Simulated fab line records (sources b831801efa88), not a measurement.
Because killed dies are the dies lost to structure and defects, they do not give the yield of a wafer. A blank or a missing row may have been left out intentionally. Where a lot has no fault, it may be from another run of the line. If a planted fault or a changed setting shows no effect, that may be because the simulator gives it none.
Comparing a struck lot with a sound one || flow gf180mcu || 38 steps out of a route of 602
Sound: wafers L165.1, L165.2, L165.3. Struck: wafer L176.6 (left out: L176.5, a lot-mate that was not struck); the cause follows at the end.
For every step that has rows: the tool of each side, followed by ch and its chambers, followed by its first start. Under that, the readings that differ: sound wafers || struck wafers || difference of the means || sigmas: that difference in standard deviations of wafers without a fault.
alike: same words and numbers on both sides, and readings whose means sit less than 2 such deviations apart. not compared: any withheld reading, any reading some wafer has no value for, any bound like >300 that may hide the same value, and any number with overlapping values for which the record gives no deviation.
Wherever a step has rows on one side only, a row that says differs or no value, or a row with sigmas, the two part there. Numbers that have no deviation but don't overlap get no sigmas and don't part them. A reading missing from all wafers of one side parts the sides only when that side holds two or more wafers.

first, 2 steps without rows for these wafers: GF_SALICIDE_WET_ETCH_01 (etches SiO2 in dHF, target depth 5 nm, time 100 s); GF_SALICIDE_SPUTTER_02 (material Co, target thk 10 nm, time 20 s).
GF_SALICIDE_SPUTTER_03: material TiN, target thk 20 nm, time 16.7 s.
  sound on pvd sputter-02, day 16 02:34; struck on pvd sputter-02, day 20 01:14
  alike: throttle valve pct
GF_SALICIDE_RS_MEAS_04: the measuring method here is four-point-probe.
  sound on film metro-01, day 16 02:35; struck on film metro-02, day 20 01:19
  alike: SALICIDE_TIN_RS
GF_SALICIDE_THK_MEAS_05: measures by xrf.
  sound on film metro-01, day 16 02:43; struck on film metro-02, day 20 01:24
  alike: SALICIDE_TIN_THK
then, 2 steps without rows for these wafers: GF_SALICIDE_RTA_06 (time 30 s); GF_SALICIDE_WET_ETCH_07 (etches the open film in SPM, target depth 120 nm).
GF_SALICIDE_RTA_08: time 30 s.
  sound on rtp anneal-01 ch 0, day 16 02:58; struck on rtp anneal-01 ch 0, day 20 01:41
  alike: anneal temp c max, lamp power pct, wafer_temp_C_max
then, 1 step without rows for these wafers: GF_CONTACT_CVD_00 (deposits SiO2, target thk 300 nm, time 50 s).
GF_CONTACT_THK_MEAS_01:
  sound on film metro-03, day 16 03:07; struck on film metro-04, day 20 01:48
  alike: CONTACT_CVD_00_THK
GF_CONTACT_CVD_02: deposits SiO2 from TEOS, target thk 860 nm, time 95.992 s.
  sound on pecvd-03 ch 0,1,2, day 16 03:10; struck on pecvd-02 ch 0, day 20 01:53
  alike: heater power w
GF_CONTACT_THK_MEAS_03:
  sound on film metro-04, day 16 03:14; struck on film metro-02, day 20 01:58
  alike: CONTACT_CVD_02_THK
GF_CONTACT_CMP_04: polishes SiO2.
  sound on cmp-02 ch 0,1,3, day 16 03:21; struck on cmp-02 ch 1, day 20 02:11
{"reading": "time to endpoint s (s)", "sound": "111 130 108", "struck": 90, "difference": -26, "sigmas": -4}
{"reading": "model.SiO2_of_CONTACT_CVD_02.thk nm (nm)", "sound": "560.8 562.4 561.2", "struck": 616.4, "difference": "+54.9", "sigmas": ""}
  alike: motor current A, platen rpm
GF_CONTACT_BOW_MEAS_05:
  sound on film metro-03, day 16 03:38; struck on film metro-04, day 20 02:22
  alike: CONTACT_BOW
then, 8 steps without rows for these wafers: GF_CONTACT_DEHYDRATE_06 (time 60 s); GF_CONTACT_HMDS_07 (prime time 60 s); GF_CONTACT_COAT_08; GF_CONTACT_COAT_09 (resist thk 1000 nm); GF_CONTACT_SOFTBAKE_10 (time 60 s); GF_CONTACT_EXPOSE_11 (exposes mask Contact, target cd 220 nm); GF_CONTACT_PEB_12 (peb time 90 s); GF_CONTACT_DEVELOP_13 (develop time 60 s).
GF_CONTACT_CD_MEAS_14 targets a cd of 220 nm.
  sound on cd sem-02, day 17 02:01; struck on cd sem-01, day 21 02:46
  alike: cd nm
GF_CONTACT_OVL_MEAS_15:
  sound on overlay-02, day 17 02:08; struck on overlay-02, day 21 02:49
  alike: CONTACT_OVL
then, 1 step without rows for these wafers: GF_CONTACT_ETCH_16 (etches BARC in N2/H2).
GF_CONTACT_ETCH_17: etches SiO2 in C4F8/O2/Ar, stops on CoSi2, target depth 860 nm.
  sound: rie diel-03 ch 1,2,3; struck: rie diel-02 ch 2
{"reading": "oes product au (a.u.)", "sound": "0.820 0.810 0.810", "struck": 0.852, "difference": "+0.039", "sigmas": "+7"}
{"reading": "model.etch.depth nm (nm)", "sound": "863.2 857.1 857.2", "struck": 922.8, "difference": "+63.6", "sigmas": ""}
{"reading": "model.CONTACT.feature depth nm (nm)", "sound": "863.2 857.1 857.2", "struck": 922.8, "difference": "+63.6", "sigmas": ""}
  alike: chamber pressure mTorr
then, 6 steps without rows for these wafers: GF_CONTACT_STRIP_18 (strips in O2/N2); GF_CONTACT_CLEAN_19 (cleans in SPM); GF_CONTACT_CLEAN_20 (cleans in DIW); GF_CONTACT_CLEAN_21 (cleans in dHF, time 20 s); GF_CONTACT_SPUTTER_22 (material Ti, target thk 15 nm, time 80.02 s); GF_CONTACT_SPUTTER_23 (material TiN, target thk 10 nm, time 40 s).
GF_CONTACT_CVD_24: deposits W, target thk 300 nm, time 90.339 s.
  sound on cvd w-02 ch 0, day 17 02:44; struck on cvd w-02 ch 1, day 21 03:33
  alike: heater power w
GF_CONTACT_RS_MEAS_25: the measuring method here is four-point-probe.
  sound on film metro-02, day 17 02:56; struck on film metro-03, day 21 03:40
  alike: CONTACT_W_RS
GF_CONTACT_THK_MEAS_26: measures by xrf.
  sound on film metro-02, day 17 03:03; struck on film metro-03, day 21 03:45
{"reading": "CONTACT_W_THK (nm)", "sound": "293 295 298", "struck": 314, "difference": "+19", "sigmas": "+3"}
GF_CONTACT_CMP_27: polishes, stops on SiO2, t overpolish 15 s, target thk 0 nm.
  sound on cmp-02 ch 0,1,2, day 17 03:07; struck on cmp-01 ch 1, day 21 03:58
{"reading": "model.SiO2_of_CONTACT_CVD_02.thk nm (nm)", "sound": "554 555.6 554.4", "struck": 609.6, "difference": "+54.9", "sigmas": ""}
  alike: motor current A, platen rpm
GF_M1_SPUTTER_00: material Ti, target thk 37.5 nm, time 150 s.
  sound on pvd sputter-04, day 17 03:25; struck on pvd sputter-02, day 21 04:07
{"reading": "throttle valve pct (%)", "sound": "29.9 30.7 28.9", "struck": 31.3, "difference": "+1.5", "sigmas": "+2"}
following that, these wafers have no rows for 1 step: GF_PASSIVATION_PROBE_99.

WHERE THEY PART
At GF_CONTACT_CMP_04 first; at GF_M1_SPUTTER_00 last (within this record only).

WHY: what had been put in by the simulator
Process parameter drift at GF_CONTACT_CMP_04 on cmp-02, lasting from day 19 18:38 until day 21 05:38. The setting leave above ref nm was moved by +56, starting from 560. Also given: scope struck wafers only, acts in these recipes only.
